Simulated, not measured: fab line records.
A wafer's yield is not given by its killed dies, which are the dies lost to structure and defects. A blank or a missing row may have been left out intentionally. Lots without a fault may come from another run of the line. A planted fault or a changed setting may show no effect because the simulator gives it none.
The same fault as seen by 2 desks | flow sky130 | each desk holds nothing but its own numbers, with what lay behind them at the end

## THE TOOL OWNER'S DESK: furnace-01
The tool's own readings at SKY_SONOS_ONO_OXIDATION_00 (stabilise 600 s, purge 300 s, target thk 2.6 nm): means of the sampled wafers that have a number, for each lot that ran on this tool. If a lot's mean is further than 4 standard deviations from the usual mean, the lot is out of limits and carries the mark OUT (the distance appears in the brackets).
Columns: A = spike_tc_upper_C at SKY_SONOS_ONO_OXIDATION_00, usual 799.4 C; B = zone_power_centre_pct at SKY_SONOS_ONO_OXIDATION_00, usual 16.8 %; C = zone_power_top_pct at SKY_SONOS_ONO_OXIDATION_00, usual 26.70 %; D = zone_power_upper_pct at SKY_SONOS_ONO_OXIDATION_00, usual 14.7 %
lot  | first seen here | A               | B               | C               | D
L940 | day 12 10:10    | 799.7           | 16.3            | 26.99           | 15.5
L942 | day 13 07:00    | 798.8           | 16.3            | 26.80           | 15.6
L944 | day 14 01:17    | 799.2           | 16.2            | 26.57           | 15.5
L945 | day 14 09:31    | 820.3 (+19) OUT | 12.9 (-4.7) OUT | 23.12 (-14) OUT | 22.8 (+7.4) OUT
L946 | day 14 09:31    | 820.4 (+19) OUT | 13.0 (-4.6) OUT | 23.09 (-14) OUT | 22.6 (+7.2) OUT
L947 | day 14 23:38    | 820.3 (+19) OUT | 13.1 (-4.6) OUT | 22.98 (-14) OUT | 22.5 (+7.1) OUT
L956 | day 17 12:38    | 801.0           | 16.1            | 26.77           | 15.4
L957 | day 18 00:32    | 799.1           | 16.2            | 26.89           | 15.2
L959 | day 18 23:56    | 800.0           | 16.3            | 26.55           | 15.3
Finding of this desk: L945, L946, L947 out of limits; the first was L945 at day 14 09:31, on spike_tc_upper_C at SKY_SONOS_ONO_OXIDATION_00. In limits: L940, L942, L944, L956, L957, L959.

## FROM THE METROLOGY DESK
What the gauges read for every lot (on any tool): the sampled wafers with a number, averaged. If a lot's mean is further than 4 standard deviations from the usual mean, the lot is out of limits and carries the mark OUT (the distance appears in the brackets).
Columns: A = cd_nm at SKY_POLY_GATE_CD_MEAS_22, usual 150.6 nm; B = LDD_HVP_OVL at SKY_LDD_HVP_OVL_MEAS_07, usual -0.6 nm
lot  | first seen here | A     | B
L938 | day 17 02:29    | 151.2 | -0.4
L940 | day 18 01:10    | 149.6 | -0.7
L942 | day 18 15:49    | 151.1 | 0.7
L944 | day 19 08:46    | 151.9 | -2.3
L945 | day 19 17:25    | 153.8 | -0.5
L946 | day 19 20:00    | 147.8 | 1.2
L947 | day 20 22:55    | 150.4 | -2.0
L955 | day 22 22:08    | 152.0 | -2.9
L956 | day 23 04:50    | 151.8 | -1.6
L957 | day 23 14:22    | 150.5 | -1.1
L958 | day 24 02:01    | 147.9 | 0.8
L959 | day 25 01:11    | 149.9 | -0.9
L960 | day 25 02:46    | 151.7 | -0.6
This desk's verdict: no lot among the 13 shows anything out of limits.

## ALL TOGETHER
The tool owner's desk could have raised an alarm at day 14 09:31, on L945, L946, L947.
Nothing out of limits was seen by the metrology desk.
The metrology desk has L945, L946, L947 on record, within its limits.
Of the lots named, all ran SKY_SONOS_ONO_OXIDATION_00 on furnace-01.

## WHAT THE SIMULATOR HAD INSERTED
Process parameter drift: furnace-01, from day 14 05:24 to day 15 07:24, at SKY_SONOS_ONO_OXIDATION_00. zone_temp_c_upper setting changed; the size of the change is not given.
Struck lots among those shown: L945, L946, L947.
Hours from the fault's start to each desk's first reading out of limits: the tool owner's desk, 4.
